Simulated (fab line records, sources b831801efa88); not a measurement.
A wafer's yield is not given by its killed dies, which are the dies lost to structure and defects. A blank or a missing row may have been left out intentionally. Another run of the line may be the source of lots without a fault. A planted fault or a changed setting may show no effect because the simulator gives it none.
One fault through the eyes of 2 desks ; flow sky130 ; each desk holds nothing but its own numbers, with what lay behind them at the end

== AT THE TOOL OWNER'S DESK: lithoTrack-03 ==
The tool's own readings at SKY_VT_ADJUST_HVTP_DEVELOP_06 (develop time 60 s): means of the sampled wafers that have a number, for each lot that ran on this tool. Marked OUT: a lot whose mean sits more than 4 standard deviations from the usual mean, which makes it out of limits; the brackets give that distance.
Columns: A = resistLineTempC at SKY_VT_ADJUST_HVTP_DEVELOP_06, usual 23.02 C
lot;first seen here;A
L132;day 7 06:14;22.97
L136;day 8 12:47;23.08
L140;day 9 14:30;23.04
L141;day 9 23:56;23.04
L145;day 10 17:38;23.11
This desk's verdict: no lot among the 5 shows anything out of limits.

== FROM THE METROLOGY DESK ==
Lot by lot, what the gauges showed, no matter which tool ran the lot: averages of those sampled wafers that carry a number. Marked OUT: a lot whose mean sits more than 4 standard deviations from the usual mean, which makes it out of limits; the brackets give that distance.
Columns: A = cdNm at SKY_VT_ADJUST_HVTP_CD_MEAS_07, usual 379.7 nm
lot;first seen here;A
L128;day 6 07:16;381.9
L130;day 6 19:38;382.5
L131;day 7 02:32;379.8
L132;day 7 06:23;376.9
L133;day 7 17:10;382.0
L135;day 8 05:56;375.7
L136;day 8 12:56;381.3
L139;day 9 04:26;378.0
L140;day 9 14:38;378.2
L141;day 10 00:04;64.2 (-99 or more) OUT
L142;day 10 01:25;383.0
L145;day 10 17:47;66.2 (-99 or more) OUT
This desk's finding: out of limits on L141, L145; first on L141, day 10 00:04 (cdNm at SKY_VT_ADJUST_HVTP_CD_MEAS_07). Within limits: L128, L130, L131, L132, L133, L135, L136, L139, L140, L142.

== TAKEN TOGETHER ==
An alarm was possible from the metrology desk at day 10 00:04, on L141, L145.
The tool owner's desk saw nothing out of limits.
Tool owner's desk: L141, L145 on record, inside its limits.
Every lot named ran SKY_VT_ADJUST_HVTP_DEVELOP_06 on lithoTrack-03.

== WHAT THE SIMULATOR PUT IN ==
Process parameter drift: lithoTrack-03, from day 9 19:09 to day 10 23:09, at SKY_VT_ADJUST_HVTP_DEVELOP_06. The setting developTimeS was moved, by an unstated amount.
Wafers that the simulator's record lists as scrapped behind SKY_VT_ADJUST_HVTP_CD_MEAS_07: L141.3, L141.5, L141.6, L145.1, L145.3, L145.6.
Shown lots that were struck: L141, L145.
Per desk, hours elapsed from the start of the fault to the first reading out of limits: for the metrology desk, 5.
